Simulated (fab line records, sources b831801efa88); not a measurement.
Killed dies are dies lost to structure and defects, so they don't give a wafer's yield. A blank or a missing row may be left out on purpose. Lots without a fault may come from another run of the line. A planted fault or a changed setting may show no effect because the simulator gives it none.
Chamber matching | flow sfq_line | SFQ_TRILAYER_I2_CMP_CMP_064 on cmp-02: 4 sister chambers
The step polishes SiO2. 14 wafers are shown with their chamber, then 7 later ones without.

WAFERS WITH THEIR CHAMBER
wafer  | chamber | motor_current_A (A) | edge_zone_pressure_frac | time_to_endpoint_s (s)
L968.3 | 3       | 10.9                | 1.001                   | 214
L968.4 | 2       | 10.0                | 1.002                   | 223
L968.5 | 2       | 10.8                | 0.994                   | 223
L971.1 | 1       | 11.2                | 0.996                   | 223
L971.4 | 2       | 10.2                | 1.000                   | 227
L971.6 | 3       | 11.2                | 1.005                   | 228
L974.3 | 0       | 11.7                | 0.996                   | 216
L974.5 | 1       | 11.3                | 0.996                   | 218
L974.6 | 2       | 10.1                | 0.998                   | 218
L977.1 | 0       | 11.2                | 0.998                   | 202
L977.2 | 2       | 10.0                | 1.001                   | 215
L977.4 | 1       | 10.8                | 0.996                   | 231
L986.2 | 2       | 9.7                 | 0.999                   | 210
L986.4 | 1       | 11.3                | 1.002                   | 226

SIGNATURES (means of the wafers above)
reading                 | chamber 0 | chamber 1 | chamber 2 | chamber 3 | scatter within a chamber
motor_current_A         | 11.450    | 11.150    | 10.133    | 11.050    | 0.318
edge_zone_pressure_frac | 0.99700   | 0.99750   | 0.99900   | 1.00300   | 0.00277
time_to_endpoint_s      | 209.00    | 224.50    | 219.33    | 221.00    | 6.92
Rule: a wafer's distance from a chamber is the root of the sum, over the readings, of the square of ((its reading less the chamber's mean) divided by the reading's scatter). The wafer belongs to the nearest chamber; if the next one is less than 2 further off, it can't be placed. The scatter: the root of (the sum of the squares of (reading less its chamber's mean) over the shown wafers, divided by (wafers less chambers)).

WAFERS WITHOUT THEIR CHAMBER
wafer  | motor_current_A (A) | edge_zone_pressure_frac | time_to_endpoint_s (s)
L986.5 | 10.1                | 1.000                   | 217
L988.3 | 10.8                | 1.000                   | 219
L988.5 | 11.1                | 1.001                   | 223
L988.6 | 10.9                | 0.996                   | 224
L990.1 | 10.7                | 1.008                   | 218
L990.3 | 10.9                | 1.006                   | 219
L990.5 | 10.4                | 0.995                   | 215

WHICH CHAMBER EACH WENT THROUGH
wafer  | from the rows above               | in truth
L986.5 | 2                                 | 2
L988.3 | can't be placed: 3 or 1 or 2 or 0 | 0
L988.5 | can't be placed: 3 or 1 or 0      | 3
L988.6 | can't be placed: 1 or 3 or 2 or 0 | 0
L990.1 | can't be placed: 3 or 2 or 1      | 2
L990.3 | 3                                 | 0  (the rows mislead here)
L990.5 | can't be placed: 2 or 1 or 0 or 3 | 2
Placed correctly: 1 of 7. Can't be placed from these rows: 5 (the true chamber is among the candidates in 5). Placed wrongly: 1.
